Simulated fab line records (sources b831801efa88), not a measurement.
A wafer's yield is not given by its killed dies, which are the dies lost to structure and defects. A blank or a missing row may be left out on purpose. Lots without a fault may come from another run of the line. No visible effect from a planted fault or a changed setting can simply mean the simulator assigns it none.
fab line records ; flow gf180mcu
record: lots: 13; wafers: 39; last_day: 34
route steps=602 shown HV_LDD@195 V1@351 M2@368
lots untouched by any fault: they come from a run of this same line in which no faults occurred
start_h: hours from the record's first day to the start of the lot's first wafer shown ; wait_h: how many hours have passed since the lot's step before this one ; " as in the row above ; L1.1+2: a single row standing in for several wafers ; - value missing, or start not given ; * or withheld: withheld ; < > ~ a bound
route shown NAME@n: names a module that has steps shown in the file, with the first one's number in the route ; usual: mean/standard deviation taken from wafers without a fault ; same: alike in all rows ; chamber/n: place in a boat ; sites: the reading at each site ; _std_site: standard deviation of those values ; _edge_site: the outer-site mean with the inner-site mean subtracted ; radius_mm: for every site, how far away it sits from the centre of the wafer ; mask NAME#n: copy n ; behind: the tool/chamber that last shaped the wafer ; hold: what put the lot on hold/how long, in hours/how the hold closed ; device: which transistor (n, p or np) failed to switch ; end of line: the tests these same wafers got at the end of their route ; where a step has no rows: the recipe by itself ; killed: dies that structure and defects cost at the first sort, which is not the same as the wafer's yield ; map: the dies of a wafer, with x for killed, . for not killed, _ for no die there
set.NAME: setting as actually run; set.NAME@STEP: the setting as run at that earlier step ; model.NAME: the simulator's own value behind a step, which no gauge read
the route's steps for a sample of lots (tables are steps, rows are wafers)
services: a tool's chamber out of use, with start hour (start_h, from the record's first day; less than 0 if before it), hours out, and reason
== steps ==
step: GF_HV_LDD_CD_MEAS_19
recipe: target_cd_nm: 400
usual: cd_nm: 400.6/2.3
lot.wafer;tool;chamber;start_h;wait_h;cd_nm
L525.3;cd_sem-01;-;236.20;0.1;402.2
L525.4;cd_sem-01;-;236.20;0.1;403.0
L525.6;cd_sem-01;-;236.20;0.1;400.6
L526.3;cd_sem-02;-;245.85;0.1;398.4
L526.4;cd_sem-02;-;245.85;0.1;400.8
L526.6;cd_sem-02;-;245.85;0.1;399.8
L528.2;cd_sem-01;-;256.96;0.1;399.9
L528.4;cd_sem-01;-;256.96;0.1;401.2
L528.6;cd_sem-01;-;256.96;0.1;400.5
L529.1;cd_sem-01;-;266.14;0.1;397.7
L529.2;cd_sem-01;-;266.14;0.1;400.9
L529.5;cd_sem-01;-;266.14;0.1;397.9
L531.3;cd_sem-02;-;273.58;0.1;399.6
L531.4;cd_sem-02;-;273.58;0.1;400.0
L531.5;cd_sem-02;-;273.58;0.1;400.6
L532.2;cd_sem-01;-;282.48;0.1;400.4
L532.5;cd_sem-01;-;282.48;0.1;401.1
L532.6;cd_sem-01;-;282.48;0.1;402.0
L533.1;cd_sem-02;-;294.39;0.1;397.4
L533.2;cd_sem-02;-;294.39;0.1;399.4
L533.5;cd_sem-02;-;294.39;0.1;399.0
L535.1;cd_sem-02;-;309.74;0.1;397.6
L535.2;cd_sem-02;-;309.74;0.1;397.9
L535.4;cd_sem-02;-;309.74;0.1;398.2
L539.1;cd_sem-02;-;338.79;0.1;398.5
L539.3;cd_sem-02;-;338.79;0.1;400.1
L539.5;cd_sem-02;-;338.79;0.1;401.3
L541.1;cd_sem-02;-;352.69;0.1;406.4
L541.2;cd_sem-02;-;352.69;0.1;404.1
L541.3;cd_sem-02;-;352.69;0.1;401.7
L546.3;cd_sem-01;-;398.00;0.1;402.7
L546.5;cd_sem-01;-;398.00;0.1;403.0
L546.6;cd_sem-01;-;398.00;0.1;401.0
L547.1;cd_sem-02;-;408.74;0.1;403.1
L547.4;cd_sem-02;-;408.74;0.1;402.4
L547.6;cd_sem-02;-;408.74;0.1;401.7
L548.3;cd_sem-02;-;416.88;0.1;396.9
L548.4;cd_sem-02;-;416.88;0.1;394.7
L548.6;cd_sem-02;-;416.88;0.1;396.1
step: GF_HV_LDD_RTA_52
recipe: temp_c: 1000; time_s: 10; ambient: N2
usual: lamp_power_pct: 28.0/1.5; wafer_temp_C_max: 1005.6/1.8
lot.wafer;tool;chamber;start_h;wait_h;lamp_power_pct;wafer_temp_C_max
L525.3;rtp_anneal-01;0;275.15;0.0;29.5;1006.8
L525.4;rtp_anneal-01;0;275.15;0.0;29.5;1006.9
L525.6;rtp_anneal-01;0;275.15;0.0;29.5;1009.4
L526.3;rtp_anneal-02;0;285.26;0.0;26.5;1004.1
L526.4;rtp_anneal-02;0;285.26;0.0;26.5;1003.2
L526.6;rtp_anneal-02;0;285.26;0.0;26.5;1005.6
L528.2;rtp_anneal-01;0;297.42;0.0;29.5;1005.8
L528.4;rtp_anneal-01;0;297.42;0.0;29.4;1004.9
L528.6;rtp_anneal-01;0;297.42;0.0;29.4;1006.7
L529.1;rtp_anneal-01;0;307.46;0.0;29.5;1007.3
L529.2;rtp_anneal-01;0;307.46;0.0;29.4;1007.0
L529.5;rtp_anneal-01;0;307.46;0.0;29.4;1006.1
L531.3;rtp_anneal-01;0;315.30;0.0;29.4;1008.7
L531.4;rtp_anneal-01;0;315.30;0.0;29.5;1007.6
L531.5;rtp_anneal-01;0;315.30;0.0;29.4;1008.6
L532.2;rtp_anneal-02;0;324.67;0.0;26.5;1004.2
L532.5;rtp_anneal-02;0;324.67;0.0;26.5;1004.1
L532.6;rtp_anneal-02;0;324.67;0.0;26.5;1005.6
L533.1;rtp_anneal-02;0;336.90;0.0;26.5;1005.2
L533.2;rtp_anneal-02;0;336.90;0.0;26.5;1004.1
L533.5;rtp_anneal-02;0;336.90;0.0;26.5;1004.6
L535.1;rtp_anneal-02;0;353.85;0.0;26.5;1005.9
L535.2;rtp_anneal-02;0;353.85;0.0;26.5;1004.6
L535.4;rtp_anneal-02;0;353.85;0.0;26.5;1005.2
L539.1;rtp_anneal-02;0;383.86;0.0;19.5;888.1
L539.3;rtp_anneal-02;0;383.86;0.0;19.6;887.9
L539.5;rtp_anneal-02;0;383.86;0.0;19.6;889.1
L541.1;rtp_anneal-02;0;397.60;0.0;19.6;887.1
L541.2;rtp_anneal-02;0;397.60;0.0;19.6;888.4
L541.3;rtp_anneal-02;0;397.60;0.0;19.6;888.7
L546.3;rtp_anneal-01;0;444.63;0.0;29.5;1009.0
L546.5;rtp_anneal-01;0;444.63;0.0;29.5;1007.3
L546.6;rtp_anneal-01;0;444.63;0.0;29.4;1006.9
L547.1;rtp_anneal-01;0;456.56;0.0;29.5;1008.5
L547.4;rtp_anneal-01;0;456.56;0.0;29.5;1006.7
L547.6;rtp_anneal-01;0;456.56;0.0;29.5;1010.1
L548.3;rtp_anneal-02;0;466.38;0.0;26.5;1004.7
L548.4;rtp_anneal-02;0;466.38;0.0;26.5;1003.7
L548.6;rtp_anneal-02;0;466.38;0.0;26.5;1005.0
step: GF_HV_LDD_RS_MEAS_53
recipe: thk_meas_gauge: four-point-probe
usual: HV_LDD_RS: 418.3/0.98
lot.wafer;tool;chamber;start_h;wait_h;HV_LDD_RS[ohm/sq]
L525.3;film_metro-01;-;275.28;0.1;419.6
L525.4;film_metro-01;-;275.28;0.1;418.0
L525.6;film_metro-01;-;275.28;0.1;418.7
L526.3;film_metro-01;-;285.34;0.1;420.1
L526.4;film_metro-01;-;285.34;0.1;419.5
L526.6;film_metro-01;-;285.34;0.1;419.9
L528.2;film_metro-02;-;297.50;0.1;417.8
L528.4;film_metro-02;-;297.50;0.1;416.7
L528.6;film_metro-02;-;297.50;0.1;415.8
L529.1;film_metro-04;-;307.53;0.1;417.3
L529.2;film_metro-04;-;307.53;0.1;418.2
L529.5;film_metro-04;-;307.53;0.1;418.4
L531.3;film_metro-04;-;315.39;0.1;419.0
L531.4;film_metro-04;-;315.39;0.1;418.5
L531.5;film_metro-04;-;315.39;0.1;418.2
L532.2;film_metro-01;-;324.74;0.1;419.7
L532.5;film_metro-01;-;324.74;0.1;418.7
L532.6;film_metro-01;-;324.74;0.1;418.9
L533.1;film_metro-01;-;336.97;0.1;421.0
L533.2;film_metro-01;-;336.97;0.1;419.6
L533.5;film_metro-01;-;336.97;0.1;419.8
L535.1;film_metro-02;-;353.92;0.1;417.9
L535.2;film_metro-02;-;353.92;0.1;417.5
L535.4;film_metro-02;-;353.92;0.1;417.9
L539.1;film_metro-02;-;383.93;0.1;414.5
L539.3;film_metro-02;-;383.93;0.1;414.4
L539.5;film_metro-02;-;383.93;0.1;413.6
L541.1;film_metro-02;-;397.74;0.1;414.0
L541.2;film_metro-02;-;397.74;0.1;413.7
L541.3;film_metro-02;-;397.74;0.1;412.8
L546.3;film_metro-01;-;444.71;0.1;418.9
L546.5;film_metro-01;-;444.71;0.1;419.8
L546.6;film_metro-01;-;444.71;0.1;419.5
L547.1;film_metro-02;-;456.62;0.1;419.5
L547.4;film_metro-02;-;456.62;0.1;418.9
L547.6;film_metro-02;-;456.62;0.1;419.0
L548.3;film_metro-02;-;466.47;0.1;417.9
L548.4;film_metro-02;-;466.47;0.1;416.9
L548.6;film_metro-02;-;466.47;0.1;416.5
step: GF_V1_ETCH_16
recipe: chemistry: N2/H2; target_depth_a: withheld; overetch_a: withheld; time_s: withheld; target: BARC; ion_energy_ev: 200; source_w: 500; bias_w: 100; pressure_mtorr: 30; n2_flow_sccm: 100; h2_flow_sccm: 200
usual: chamber_pressure_mTorr: 30.002/0.025; drypump_motor_current_A: 5.9/0.44; oes_product_au: 0.854/0.0056; rf_fwd_power_W: 495.1/2.4; throttle_valve_pct: 13.225/0.0094
lot.wafer;tool;chamber;start_h;wait_h;chamber_pressure_mTorr;drypump_motor_current_A;oes_product_au;rf_fwd_power_W;throttle_valve_pct
L525.3;rie_diel-03;2;410.32;0.0;29.980;5.7;0.850;496.4;13.219
L525.4;rie_diel-03;3;410.32;0.0;30.002;6.5;0.833;495.2;13.234
L525.6;rie_diel-03;2;410.32;0.0;30.018;5.7;0.856;497.8;13.233
L526.3;rie_diel-04;0;420.24;0.0;30.008;5.8;0.850;493.8;13.223
L526.4;rie_diel-04;2;420.24;0.0;29.975;5.5;0.854;495.5;13.237
L526.6;rie_diel-04;1;420.24;0.0;29.995;5.9;0.854;492.7;13.239
L528.2;rie_diel-03;2;438.14;0.0;29.987;5.7;0.852;496.9;13.230
L528.4;rie_diel-03;0;438.14;0.0;29.957;5.5;0.847;492.1;13.216
L528.6;rie_diel-03;2;438.14;0.0;30.026;5.7;0.847;495.8;13.230
L529.1;rie_diel-03;2;448.66;0.0;30.024;5.7;0.860;495.6;13.253
L529.2;rie_diel-03;0;448.66;0.0;30.035;5.5;0.859;493.1;13.211
L529.5;rie_diel-03;0;448.66;0.0;30.027;5.5;0.851;493.3;13.220
L531.3;rie_diel-03;2;460.39;0.0;30.000;5.7;0.861;497.4;13.224
L531.4;rie_diel-03;3;460.39;0.0;30.019;6.5;0.868;494.8;13.219
L531.5;rie_diel-03;1;460.39;0.0;30.025;6.2;0.864;496.9;13.239
L532.2;rie_diel-04;3;465.54;0.0;29.994;5.0;0.853;498.2;13.243
L532.5;rie_diel-04;3;465.54;0.0;30.007;5.0;0.852;497.4;13.234
L532.6;rie_diel-04;0;465.54;0.0;29.976;5.8;0.853;495.7;13.225
L533.1;rie_diel-03;0;484.97;0.0;29.964;5.5;0.859;492.0;13.223
L533.2;rie_diel-03;3;484.97;0.0;30.022;6.5;0.852;493.1;13.214
L533.5;rie_diel-03;0;484.97;0.0;30.043;5.5;0.864;493.4;13.241
L535.1;rie_diel-04;2;501.04;0.0;30.018;5.5;0.852;495.3;13.232
L535.2;rie_diel-04;1;501.04;0.0;29.974;5.9;0.855;493.5;13.226
L535.4;rie_diel-04;1;501.04;0.0;29.993;5.9;0.851;494.0;13.224
L539.1;rie_diel-03;0;531.52;0.0;30.012;5.5;0.848;491.4;13.229
L539.3;rie_diel-03;1;531.52;0.0;29.994;6.2;0.858;498.1;13.221
L539.5;rie_diel-03;3;531.52;0.0;30.019;6.5;0.863;494.0;13.253
L541.1;rie_diel-02;3;544.84;0.0;29.976;5.9;0.849;491.4;13.219
L541.2;rie_diel-02;0;544.84;0.0;29.990;5.9;0.853;494.1;13.225
L541.3;rie_diel-02;1;544.84;0.0;30.022;6.7;0.850;498.0;13.213
L546.3;rie_diel-02;0;590.14;0.0;30.005;5.9;0.843;495.4;13.235
L546.5;rie_diel-02;1;590.14;0.0;30.046;6.7;0.844;497.2;13.232
L546.6;rie_diel-02;2;590.14;0.0;30.023;5.9;0.854;495.0;13.229
L547.1;rie_diel-04;0;601.37;0.0;29.990;5.8;0.852;495.2;13.231
L547.4;rie_diel-04;3;601.37;0.0;30.033;5.0;0.852;495.5;13.240
L547.6;rie_diel-04;1;601.37;0.0;30.006;5.9;0.854;495.9;13.224
L548.3;rie_diel-04;2;610.94;0.0;29.968;5.5;0.856;494.8;13.221
L548.4;rie_diel-04;0;610.94;0.0;29.980;5.8;0.851;494.5;13.225
L548.6;rie_diel-04;0;610.94;0.0;29.993;5.8;0.852;495.7;13.228
step: GF_M2_THK_MEAS_06
recipe: thk_meas_gauge: xrf; reads: AlCu_of_M2_SPUTTER_02
usual: M2_ALCU_THK: 455/5.1
lot.wafer;tool;chamber;start_h;wait_h;M2_ALCU_THK[nm]
L525.3;film_metro-02;-;413.46;0.1;448
L525.4;film_metro-02;-;413.46;0.1;445
L525.6;film_metro-02;-;413.46;0.1;450
L526.3;film_metro-03;-;422.31;0.1;455
L526.4;film_metro-03;-;422.31;0.1;462
L526.6;film_metro-03;-;422.31;0.1;457
L528.2;film_metro-03;-;439.87;0.1;456
L528.4;film_metro-03;-;439.87;0.1;450
L528.6;film_metro-03;-;439.87;0.1;447
L529.1;film_metro-04;-;450.39;0.1;457
L529.2;film_metro-04;-;450.39;0.1;461
L529.5;film_metro-04;-;450.39;0.1;461
L531.3;film_metro-02;-;462.11;0.1;461
L531.4;film_metro-02;-;462.11;0.1;451
L531.5;film_metro-02;-;462.11;0.1;461
L532.2;film_metro-03;-;467.25;0.1;467
L532.5;film_metro-03;-;467.25;0.1;463
L532.6;film_metro-03;-;467.25;0.1;466
L533.1;film_metro-04;-;486.69;0.1;459
L533.2;film_metro-04;-;486.69;0.1;461
L533.5;film_metro-04;-;486.69;0.1;462
L535.1;film_metro-03;-;502.85;0.1;457
L535.2;film_metro-03;-;502.85;0.1;457
L535.4;film_metro-03;-;502.85;0.1;452
L539.1;film_metro-04;-;533.25;0.1;461
L539.3;film_metro-04;-;533.25;0.1;458
L539.5;film_metro-04;-;533.25;0.1;455
L541.1;film_metro-03;-;546.57;0.1;457
L541.2;film_metro-03;-;546.57;0.1;452
L541.3;film_metro-03;-;546.57;0.1;456
L546.3;film_metro-03;-;591.86;0.1;457
L546.5;film_metro-03;-;591.86;0.1;457
L546.6;film_metro-03;-;591.86;0.1;456
L547.1;film_metro-02;-;603.08;0.1;449
L547.4;film_metro-02;-;603.08;0.1;447
L547.6;film_metro-02;-;603.08;0.1;455
L548.3;film_metro-03;-;612.66;0.1;454
L548.4;film_metro-03;-;612.66;0.1;457
L548.6;film_metro-03;-;612.66;0.1;456
== services ==
tool;chamber;start_h;hours;kind
rie_diel-02;2;253.72;3.4;repair
rie_diel-04;2;264.06;3.1;repair
rie_diel-02;3;295.20;-;clean
rie_diel-04;-;299.21;1.0;repair
rie_diel-03;0;299.30;18.2;repair
rie_diel-02;-;306.25;14.6;pm
rie_diel-04;1;316.33;14.3;repair
rie_diel-03;-;324.10;15.9;repair
rie_diel-02;3;335.26;1.7;repair
rie_diel-04;2;342.12;-;clean
rie_diel-04;2;342.12;16.4;scheduled_down
rie_diel-04;2;342.12;16.4;vent_cycle
rie_diel-03;1;348.33;13.0;repair
rie_diel-03;3;377.06;5.9;repair
rie_diel-04;3;384.56;1.7;repair
rie_diel-03;2;418.36;-;clean
rie_diel-03;2;418.36;17.0;scheduled_down
rie_diel-03;2;418.36;17.0;vent_cycle
rie_diel-03;3;420.95;12.8;repair
rie_diel-04;0;489.11;-;clean
rie_diel-04;0;489.11;32.6;scheduled_down
rie_diel-04;0;489.11;32.6;vent_cycle
rie_diel-03;3;521.35;2.3;repair
rie_diel-03;2;538.81;2.6;repair
== key ==
first_sign: step: GF_HV_LDD_RTA_52; reading: wafer_temp_C_max; direction: down; sigmas: 67; usual: *; struck: *
effect: step: GF_HV_LDD_RTA_52; reading: lamp_power_pct; direction: down; sigmas: 5.7; usual: 28.0; struck: 19.6
effect: step: GF_HV_LDD_RS_MEAS_53; reading: HV_LDD_RS; direction: down; sigmas: 4.5; usual: 418.3; struck: 413.8
met_at GF_HV_LDD_RTA_52
struck_lots L539,L541
tester_left_out L539,L541
not_acting_at GF_HV_LDD_CD_MEAS_19,GF_V1_ETCH_16,GF_M2_THK_MEAS_06
onset_between 353.85 383.86
fault: kind: process_parameter_drift; tool: rtp_anneal-02; chamber: -; onset_h: 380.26; steps: GF_HV_LDD_RTA_52; channel: temp_c; offset: *; shape: step; end_h: 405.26; acts_in: *; stated: *
tester_left_out: of these lots the tester's yield and bins aren't shown, on N5 and GAA mostly nor the transistor test; their killed dies are dies lost to structure and defects alone, not to doping, threshold or leakage, so they don't give the yield
